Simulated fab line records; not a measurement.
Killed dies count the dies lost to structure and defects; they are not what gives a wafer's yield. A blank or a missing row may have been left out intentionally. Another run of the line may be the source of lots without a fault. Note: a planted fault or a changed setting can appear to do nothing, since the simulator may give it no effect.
2 desks looking at one fault ; flow gf180mcu ; each desk holds nothing but its own numbers, with what lay behind them at the end

## DESK OF THE TOOL OWNER: implanter-02
GF_NSD_IMPLANT_10, tool's own readings: per-lot mean of the sampled wafers with a number, covering each lot this tool ran. Marked OUT: a lot whose mean sits more than 4 standard deviations from the usual mean, which makes it out of limits; the brackets give that distance.
Columns: A = beamEnergyKeV at GF_NSD_IMPLANT_10, usual 40.000
lot;first seen here;A
L815;day 14 18:56;40.009
L821;day 16 23:11;39.996
L823;day 17 18:38;40.004
Finding of this desk: none of the 3 lots has anything out of limits.

## THE METROLOGY DESK
What the gauges read, lot by lot, whatever tool the lot ran on: means of the sampled wafers that have a number. Marked OUT: a lot whose mean sits more than 4 standard deviations from the usual mean, which makes it out of limits; the brackets give that distance.
Columns: A = NSD_TW at GF_NSD_TW_MEAS_12, usual 4290; B = NSD_RS at GF_PSD_RS_MEAS_14, usual 46.09 ohm/sq
lot;first seen here;A;B
L811;day 13 11:49;4320;46.11
L812;day 13 15:35;4255;46.14
L813;day 14 08:02;4288;46.19
L814;day 14 15:34;4283;46.10
L815;day 14 19:11;4295;46.16
L819;day 16 09:08;4293;46.09
L821;day 16 23:26;4278;46.07
L823;day 17 18:53;4271;47.58 (+19) OUT
L828;day 19 08:39;4261;46.13
L829;day 19 13:29;4283;46.18
L830;day 20 02:50;4333;46.09
L831;day 20 11:45;4311;46.10
L834;day 21 07:57;4246;46.02
This desk's result: L823 out of limits, first on L823 (NSD_RS at GF_PSD_RS_MEAS_14), day 18 19:09. In limits: L811, L812, L813, L814, L815, L819, L821, L828, L829, L830, L831, L834.

## TAKEN TOGETHER
On L823, the metrology desk was in a position to raise an alarm at day 18 19:09.
The tool owner's desk saw nothing out of limits.
The tool owner's desk has L823 on record, within its limits.
Every lot named ran GF_NSD_IMPLANT_10 on implanter-02.

## WHAT THE SIMULATOR HAD PUT IN
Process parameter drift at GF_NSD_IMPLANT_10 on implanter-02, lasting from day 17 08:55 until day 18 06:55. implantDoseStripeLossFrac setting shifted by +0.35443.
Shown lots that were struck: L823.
Delay in hours, fault start to first out-of-limits reading, per desk: metrology desk 34.
